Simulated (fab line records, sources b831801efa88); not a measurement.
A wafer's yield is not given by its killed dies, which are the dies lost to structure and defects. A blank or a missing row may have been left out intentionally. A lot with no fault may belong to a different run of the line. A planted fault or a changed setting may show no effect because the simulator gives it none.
Matching of chambers || flow sky130 || SKY_PASSIVATION_CVD_02 on pecvd-04: 3 sister chambers
The step deposits Si3N4, target thk 540 nm. 3 wafers are shown with their chamber, then 11 later ones without.

## EACH WAFER AND ITS CHAMBER
{"wafer": "L090.1", "chamber": 1, "heater_power_w (W)": 656}
{"wafer": "L090.3", "chamber": 2, "heater_power_w (W)": 546}
{"wafer": "L090.4", "chamber": 0, "heater_power_w (W)": 866}

## WAFERS WITHOUT THEIR CHAMBER
{"wafer": "L090.5", "heater_power_w (W)": 568}
{"wafer": "L090.6", "heater_power_w (W)": 650}
{"wafer": "L094.3", "heater_power_w (W)": 532}
{"wafer": "L094.4", "heater_power_w (W)": 491}
{"wafer": "L094.6", "heater_power_w (W)": 571}
{"wafer": "L095.1", "heater_power_w (W)": 672}
{"wafer": "L095.2", "heater_power_w (W)": 893}
{"wafer": "L095.3", "heater_power_w (W)": 568}
{"wafer": "L095.4", "heater_power_w (W)": 568}
{"wafer": "L095.5", "heater_power_w (W)": 514}
{"wafer": "L095.6", "heater_power_w (W)": 715}

## THE CHAMBER EACH PASSED THROUGH
{"wafer": "L090.5", "from the rows above": 2, "in truth": 2}
{"wafer": "L090.6", "from the rows above": 1, "in truth": 1}
{"wafer": "L094.3", "from the rows above": 2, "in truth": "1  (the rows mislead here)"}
{"wafer": "L094.4", "from the rows above": 2, "in truth": 2}
{"wafer": "L094.6", "from the rows above": "can't be placed: 2 or 1", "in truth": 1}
{"wafer": "L095.1", "from the rows above": 1, "in truth": 1}
{"wafer": "L095.2", "from the rows above": 0, "in truth": 0}
{"wafer": "L095.3", "from the rows above": 2, "in truth": 2}
{"wafer": "L095.4", "from the rows above": 2, "in truth": 2}
{"wafer": "L095.5", "from the rows above": 2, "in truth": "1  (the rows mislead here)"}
{"wafer": "L095.6", "from the rows above": 1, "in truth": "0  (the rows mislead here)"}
Correctly placed: 7 of 11. These rows do not allow placing 1 (true chamber among the candidates in 1). Placed wrongly: 3.
How it was worked out, from the rows above alone: a wafer's distance from a chamber is the root of the sum, over the readings, of the square of ((its reading less the chamber's mean) divided by the reading's scatter). If the next closest chamber is less than 2 further off than the closest, the wafer can't be placed; otherwise it belongs to the closest. Each chamber's mean is taken over the wafers shown for it. The scatter (one wafer shown for each chamber): square how far every hidden wafer sits from the nearest shown wafer, average those squares and take the square root.
